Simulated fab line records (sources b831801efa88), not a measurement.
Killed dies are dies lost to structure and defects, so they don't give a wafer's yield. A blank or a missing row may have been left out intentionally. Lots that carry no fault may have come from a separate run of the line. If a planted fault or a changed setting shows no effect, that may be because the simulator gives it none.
Code-filled problem report in 8D (eight disciplines) form :: flow sky130 :: the parts of the form that need people (team, actions taken, sign-off) are left out

== 1. THE PROBLEM ==
Wafers without a fault read 1.2501e+13, standard deviation 1.4e+10; dose_ions_cm2 at SKY_LDD_LDN_IMPLANT_10 reads a mean of 8.5367e+12 on 6 wafers belonging to 2 lots. So: -99 or more standard deviations from the usual mean.
Earliest sighting: wafer L704.1 on implanter-04 at day 26 08:03. The record holds 42 wafers of 14 lots with a number at this step. By rule, "out" or "out of limits" means more than 4 standard deviations away from the usual mean. The rest of the wafers with a number are treated as sound.

== 2. WHAT IT IS AND WHAT IT IS NOT ==
question: which readings at this step
is: dose_ions_cm2, faraday_current_uA
is not: -

question: which lots
is: L704, L706
is not: L696, L703, L708, L709, L711, L712, L713, L714, L715, L716, L717, L718

question: which wafers of those lots
is: all that have a number
is not: -

question: read on which tools
is: implanter-04
is not: implanter-01, implanter-03

question: when
is: from day 26 08:03
is not: up to then (6 sound wafers); but 30 sound wafers of L708, L709, L711, L712, L713, L714, L715, L716, L717, L718 came after

== 3. WHAT RULES OUT EACH SUSPECT ==
Counting: a tool stays on the suspect list if, at a process step up to the reading, it processed all lots that are out and no sound lot following the first of them.
- implanter-04 at SKY_LDD_LDN_IMPLANT_10: ruled out as a lasting fault. Following L704 (day 26 08:03), the first lot on it that is out, the sound lots L712, L714, L718 were run on it.
Left after counting: nothing in the record.

== 4. THE CAUSE (what the simulator had put in) ==
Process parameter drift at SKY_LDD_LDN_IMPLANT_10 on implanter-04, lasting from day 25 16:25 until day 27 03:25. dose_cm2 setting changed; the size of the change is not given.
Counting ruled it out, wrongly.

== 5. SEQUENCE OF EFFECTS, ordered by route ==
One row per reading whose mean, taken over the struck wafers that have a number, lies over 3 standard deviations from the usual. Only readings for which the record gives a usual standard deviation are gone through. hours: the time from each lot's start at the first step in this table that gives one to its start at this step, as a median over the lots. sigmas: the change in usual standard deviations.
hours: 0
step: SKY_LDD_LDN_IMPLANT_10
reading: dose_ions_cm2
usual: 1.2501e+13
on struck wafers: 8.5367e+12
change: -3.9643e+12
sigmas: -99 or more

hours: 0
step: SKY_LDD_LDN_IMPLANT_10
reading: faraday_current_uA
usual: 70.4
on struck wafers: 48.0
change: -22.4
sigmas: -15
Here are the process steps it includes:
- SKY_LDD_LDN_IMPLANT_10

== 6. HOW IT WOULD HAVE BEEN CAUGHT EARLIER ==
The fault began at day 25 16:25; the first out-of-limits reading in this record came at day 26 08:03, 16 hours later.
